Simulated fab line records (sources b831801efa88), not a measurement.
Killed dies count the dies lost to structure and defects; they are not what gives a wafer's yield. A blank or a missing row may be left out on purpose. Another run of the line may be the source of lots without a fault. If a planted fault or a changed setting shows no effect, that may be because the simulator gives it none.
Lot-split experiment || flow gf180mcu || 23 wafers read across 5 lots, on a route 602 steps long

## ON THE SPLIT
At GF_V3_CMP_04 (polishes SiO2), the setting leave-above-ref-nm was moved away from the recipe's 632.5 nm on 9 of the 23 wafers read, by -6.5% to +3.0%. The other wafers ran this setting at the recipe's value.

The reading is taken at the split's own step.

## THE READING
SiO2_of_V3_CVD_02.thk-nm (the simulator's own value, which no gauge read), in nm, at GF_V3_CMP_04 (polishes SiO2). The file does not state a usual value for it. Average 633.2 nm, standard deviation 1.2 nm, over the 14 wafers here run with the recipe.

{"wafer": "L074.1", "tool, chamber at the split": "cmp-02, 0", "leave-above-ref-nm as run, nm": 594.6, "against the recipe": "-6.0%", "SiO2_of_V3_CVD_02.thk-nm, nm": 595.9, "against lot-mates on the recipe": -38.4}
{"wafer": "L074.2", "tool, chamber at the split": "cmp-02, 1", "leave-above-ref-nm as run, nm": 594.6, "against the recipe": "-6.0%", "SiO2_of_V3_CVD_02.thk-nm, nm": 596.1, "against lot-mates on the recipe": -38.1}
{"wafer": "L074.4", "tool, chamber at the split": "cmp-02, 2", "leave-above-ref-nm as run, nm": 632.5, "against the recipe": "recipe", "SiO2_of_V3_CVD_02.thk-nm, nm": 634.7, "against lot-mates on the recipe": "-"}
{"wafer": "L074.3", "tool, chamber at the split": "cmp-02, 3", "leave-above-ref-nm as run, nm": 594.6, "against the recipe": "-6.0%", "SiO2_of_V3_CVD_02.thk-nm, nm": 595.8, "against lot-mates on the recipe": -38.5}
{"wafer": "L074.5", "tool, chamber at the split": "cmp-02, 1", "leave-above-ref-nm as run, nm": 632.5, "against the recipe": "recipe", "SiO2_of_V3_CVD_02.thk-nm, nm": 633.8, "against lot-mates on the recipe": "-"}
{"wafer": "L076.2", "tool, chamber at the split": "cmp-01, 1", "leave-above-ref-nm as run, nm": 632.5, "against the recipe": "recipe", "SiO2_of_V3_CVD_02.thk-nm, nm": 633.1, "against lot-mates on the recipe": "-"}
{"wafer": "L076.3", "tool, chamber at the split": "cmp-01, 3", "leave-above-ref-nm as run, nm": 632.5, "against the recipe": "recipe", "SiO2_of_V3_CVD_02.thk-nm, nm": 632.9, "against lot-mates on the recipe": "-"}
{"wafer": "L076.6", "tool, chamber at the split": "cmp-01, 0", "leave-above-ref-nm as run, nm": 632.5, "against the recipe": "recipe", "SiO2_of_V3_CVD_02.thk-nm, nm": 631.8, "against lot-mates on the recipe": "-"}
{"wafer": "L077.4", "tool, chamber at the split": "cmp-01, 3", "leave-above-ref-nm as run, nm": 632.5, "against the recipe": "recipe", "SiO2_of_V3_CVD_02.thk-nm, nm": 633.9, "against lot-mates on the recipe": "-"}
{"wafer": "L077.3", "tool, chamber at the split": "cmp-01, 0", "leave-above-ref-nm as run, nm": 632.5, "against the recipe": "recipe", "SiO2_of_V3_CVD_02.thk-nm, nm": 632.5, "against lot-mates on the recipe": "-"}
{"wafer": "L077.1", "tool, chamber at the split": "cmp-01, 2", "leave-above-ref-nm as run, nm": 632.5, "against the recipe": "recipe", "SiO2_of_V3_CVD_02.thk-nm, nm": 631.1, "against lot-mates on the recipe": "-"}
{"wafer": "L077.6", "tool, chamber at the split": "cmp-01, 3", "leave-above-ref-nm as run, nm": 632.5, "against the recipe": "recipe", "SiO2_of_V3_CVD_02.thk-nm, nm": 633.4, "against lot-mates on the recipe": "-"}
{"wafer": "L077.5", "tool, chamber at the split": "cmp-01, 0", "leave-above-ref-nm as run, nm": 632.5, "against the recipe": "recipe", "SiO2_of_V3_CVD_02.thk-nm, nm": 632, "against lot-mates on the recipe": "-"}
{"wafer": "L082.2", "tool, chamber at the split": "cmp-02, 2", "leave-above-ref-nm as run, nm": 651.2, "against the recipe": "+3.0%", "SiO2_of_V3_CVD_02.thk-nm, nm": 651, "against lot-mates on the recipe": "+17.6"}
{"wafer": "L082.4", "tool, chamber at the split": "cmp-02, 3", "leave-above-ref-nm as run, nm": 632.5, "against the recipe": "recipe", "SiO2_of_V3_CVD_02.thk-nm, nm": 633, "against lot-mates on the recipe": "-"}
{"wafer": "L082.3", "tool, chamber at the split": "cmp-02, 1", "leave-above-ref-nm as run, nm": 651.2, "against the recipe": "+3.0%", "SiO2_of_V3_CVD_02.thk-nm, nm": 652.8, "against lot-mates on the recipe": "+19.4"}
{"wafer": "L082.6", "tool, chamber at the split": "cmp-02, 2", "leave-above-ref-nm as run, nm": 651.2, "against the recipe": "+3.0%", "SiO2_of_V3_CVD_02.thk-nm, nm": 651.1, "against lot-mates on the recipe": "+17.7"}
{"wafer": "L082.5", "tool, chamber at the split": "cmp-02, 3", "leave-above-ref-nm as run, nm": 632.5, "against the recipe": "recipe", "SiO2_of_V3_CVD_02.thk-nm, nm": 633.8, "against lot-mates on the recipe": "-"}
{"wafer": "L084.3", "tool, chamber at the split": "cmp-02, 0", "leave-above-ref-nm as run, nm": 591.6, "against the recipe": "-6.5%", "SiO2_of_V3_CVD_02.thk-nm, nm": 591.6, "against lot-mates on the recipe": -42.9}
{"wafer": "L084.2", "tool, chamber at the split": "cmp-02, 1", "leave-above-ref-nm as run, nm": 591.6, "against the recipe": "-6.5%", "SiO2_of_V3_CVD_02.thk-nm, nm": 592.4, "against lot-mates on the recipe": -42.1}
{"wafer": "L084.4", "tool, chamber at the split": "cmp-02, 2", "leave-above-ref-nm as run, nm": 632.5, "against the recipe": "recipe", "SiO2_of_V3_CVD_02.thk-nm, nm": 633.3, "against lot-mates on the recipe": "-"}
{"wafer": "L084.1", "tool, chamber at the split": "cmp-02, 3", "leave-above-ref-nm as run, nm": 632.5, "against the recipe": "recipe", "SiO2_of_V3_CVD_02.thk-nm, nm": 635.8, "against lot-mates on the recipe": "-"}
{"wafer": "L084.5", "tool, chamber at the split": "cmp-02, 1", "leave-above-ref-nm as run, nm": 591.6, "against the recipe": "-6.5%", "SiO2_of_V3_CVD_02.thk-nm, nm": 593, "against lot-mates on the recipe": -41.5}

FIT RESULTS
A straight line over all 23 wafers: SiO2_of_V3_CVD_02.thk-nm changes by +6.27 nm for each +1% of leave-above-ref-nm; r = +1.00; the points scatter about the line by 1 nm.
The same after taking each lot's own level away (the mean of its wafers on the recipe; 23 wafers): +6.42 nm for each +1%; r = +1.00; scatter 0.86 nm.
According to that fit, moving leave-above-ref-nm by its largest amount changes the reading by 41 nm.
From 632.58 to 634.55 nm: that is the span of the lots' own levels, equal to 1.7 times the standard deviation above.
So the lot-to-lot level changes the slope little: the two slopes agree.
Check: with one of the wafers moved furthest among these (-6.5%) left out of the fit, the line predicts -41.4 nm for it against its lot-mates. Against them it came out at -42.9 nm.

## OTHER SPLITS APPLIED TO THESE WAFERS
These wafers also went through other splits before the reading. Each is held against what the fit with the lots' levels taken away leaves over:
{"other split on the same wafers": "GF_CONTACT_CVD_24 temp-c", "wafers away from the commonest value": 10, "r with SiO2_of_V3_CVD_02.thk-nm (lot level and that fit taken away)": "+0.34"}
{"other split on the same wafers": "GF_M1_COAT_09 resist-thk-nm", "wafers away from the commonest value": 9, "r with SiO2_of_V3_CVD_02.thk-nm (lot level and that fit taken away)": "+0.00"}
{"other split on the same wafers": "GF_M1_SOFTBAKE_10 temp-c", "wafers away from the commonest value": 5, "r with SiO2_of_V3_CVD_02.thk-nm (lot level and that fit taken away)": -0.08}
{"other split on the same wafers": "GF_V1_CVD_02 time-s", "wafers away from the commonest value": 8, "r with SiO2_of_V3_CVD_02.thk-nm (lot level and that fit taken away)": "+0.09"}
{"other split on the same wafers": "GF_V1_SPUTTER_22 power-w", "wafers away from the commonest value": 11, "r with SiO2_of_V3_CVD_02.thk-nm (lot level and that fit taken away)": -0.16}
{"other split on the same wafers": "GF_V2_CVD_00 sih4-flow-sccm", "wafers away from the commonest value": 5, "r with SiO2_of_V3_CVD_02.thk-nm (lot level and that fit taken away)": "+0.33"}
{"other split on the same wafers": "GF_V2_PEB_12 peb-temp-c", "wafers away from the commonest value": 9, "r with SiO2_of_V3_CVD_02.thk-nm (lot level and that fit taken away)": -0.07}
{"other split on the same wafers": "GF_V2_ETCH_17 bias-w", "wafers away from the commonest value": 10, "r with SiO2_of_V3_CVD_02.thk-nm (lot level and that fit taken away)": "+0.12"}
{"other split on the same wafers": "GF_V2_CMP_26 t-overpolish-s", "wafers away from the commonest value": 10, "r with SiO2_of_V3_CVD_02.thk-nm (lot level and that fit taken away)": "+0.14"}

## THE FILE'S OWN FIT
SiO2_of_V3_CVD_02.thk-nm changes by +6.44 nm for each +1% of leave-above-ref-nm, r = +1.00.
